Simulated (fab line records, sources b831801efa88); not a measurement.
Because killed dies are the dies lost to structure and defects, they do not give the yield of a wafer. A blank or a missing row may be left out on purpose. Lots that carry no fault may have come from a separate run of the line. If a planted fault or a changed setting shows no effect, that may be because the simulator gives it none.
Chamber matching    flow gf180mcu    GF_SAB_ETCH_11 on rie diel-04: 4 sister chambers
The step etches SiO2 in C4F8/O2/Ar, target depth 55 nm, time 8.5 s. 4 wafers are shown with their chamber, then 11 later ones without.

WAFERS PAIRED WITH THEIR CHAMBERS
wafer   chamber  oes product au (a.u.)
L086.2  1        1.000
L090.5  2        0.990
L090.6  3        1.000
L092.3  0        0.999

WAFERS MISSING THEIR CHAMBER
wafer   oes product au (a.u.)
L092.5  0.987
L092.6  0.996
L093.1  0.991
L093.2  1.014
L093.3  0.987
L093.4  1.000
L093.5  0.996
L093.6  1.005
L094.2  0.992
L094.3  1.007
L094.6  0.988

THE CHAMBER EACH PASSED THROUGH
wafer   from the rows above                in truth
L092.5  can't be placed: 2 or 0 or 1 or 3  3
L092.6  can't be placed: 0 or 1 or 3 or 2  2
L093.1  can't be placed: 2 or 0 or 1 or 3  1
L093.2  can't be placed: 1 or 3 or 0 or 2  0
L093.3  can't be placed: 2 or 0 or 1 or 3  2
L093.4  can't be placed: 1 or 3 or 0 or 2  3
L093.5  can't be placed: 0 or 1 or 3 or 2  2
L093.6  can't be placed: 1 or 3 or 0 or 2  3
L094.2  can't be placed: 2 or 0 or 1 or 3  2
L094.3  can't be placed: 1 or 3 or 0 or 2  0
L094.6  can't be placed: 2 or 0 or 1 or 3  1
Correct placement for 0 of the 11. Unplaceable from these rows: 11, with the true chamber sitting among the candidates in 11. 0 placed wrongly.
How it was worked out, from the rows above alone: a wafer's distance from a chamber is the root of the sum, over the readings, of the square of ((its reading less the chamber's mean) divided by the reading's scatter). If the next closest chamber is less than 2 further off than the closest, the wafer can't be placed; otherwise it belongs to the closest. For every chamber, the mean is computed from those of its wafers that are shown. The scatter (one wafer shown for each chamber): square how far every hidden wafer sits from the nearest shown wafer, average those squares and take the square root.
